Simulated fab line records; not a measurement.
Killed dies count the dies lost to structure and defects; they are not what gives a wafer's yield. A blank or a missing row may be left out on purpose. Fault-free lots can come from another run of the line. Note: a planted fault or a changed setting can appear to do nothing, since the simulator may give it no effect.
The tool behind it: which one? || flow sky130 || route of 708 steps, sampled at 1 step: 7 lots, 21 wafers

WHAT EACH GAUGE READ, for each wafer
SKY_SONOS_ONO_THK_MEAS_01.
{"lot": "L337", "measured": "day 13 11:52", "on": "film metro-04", "SONOS_ONO_OXIDATION_THK (nm)": "2.71 2.72 2.73"}
{"lot": "L339", "measured": "day 13 11:56", "on": "film metro-02", "SONOS_ONO_OXIDATION_THK (nm)": "2.62 2.63 2.65"}
{"lot": "L341", "measured": "day 13 15:20", "on": "film metro-02", "SONOS_ONO_OXIDATION_THK (nm)": "2.68 2.66 2.70"}
{"lot": "L351", "measured": "day 20 11:52", "on": "film metro-04", "SONOS_ONO_OXIDATION_THK (nm)": "2.59 2.64 2.52"}
{"lot": "L352", "measured": "day 20 13:37", "on": "film metro-04", "SONOS_ONO_OXIDATION_THK (nm)": "2.67 2.64 2.63"}
{"lot": "L353", "measured": "day 20 16:29", "on": "film metro-02", "SONOS_ONO_OXIDATION_THK (nm)": "2.66 2.62 2.61"}
{"lot": "L354", "measured": "day 20 19:57", "on": "film metro-01", "SONOS_ONO_OXIDATION_THK (nm)": "2.68 2.65 2.67"}

WHAT TOOL EACH LOT RAN ON (gives the tool, then ch and the chambers of the sampled wafers, and finally the start)
The record shows no process step preceding these readings.

THE ANSWER, worked out from the rows above alone
Rule: what is usual is taken from the lots themselves. Put in order of their means at a reading, lots are off if they are a third of the lots or fewer, leave a main group of 4 or more, and stand apart from it by a gap of 3 or more times the standard deviation of the main group's means; of several such gaps the widest counts. The tables above print the reading to a certain number of digits; a main group whose means all agree to those digits is not used. Also off: a lot with no number at a reading for which 4 or more lots have one. The other lots that the step has rows for count as sound.
Nothing can be told from this: no lot is off at any reading shown.

WHAT WAS PUT IN BY THE SIMULATOR
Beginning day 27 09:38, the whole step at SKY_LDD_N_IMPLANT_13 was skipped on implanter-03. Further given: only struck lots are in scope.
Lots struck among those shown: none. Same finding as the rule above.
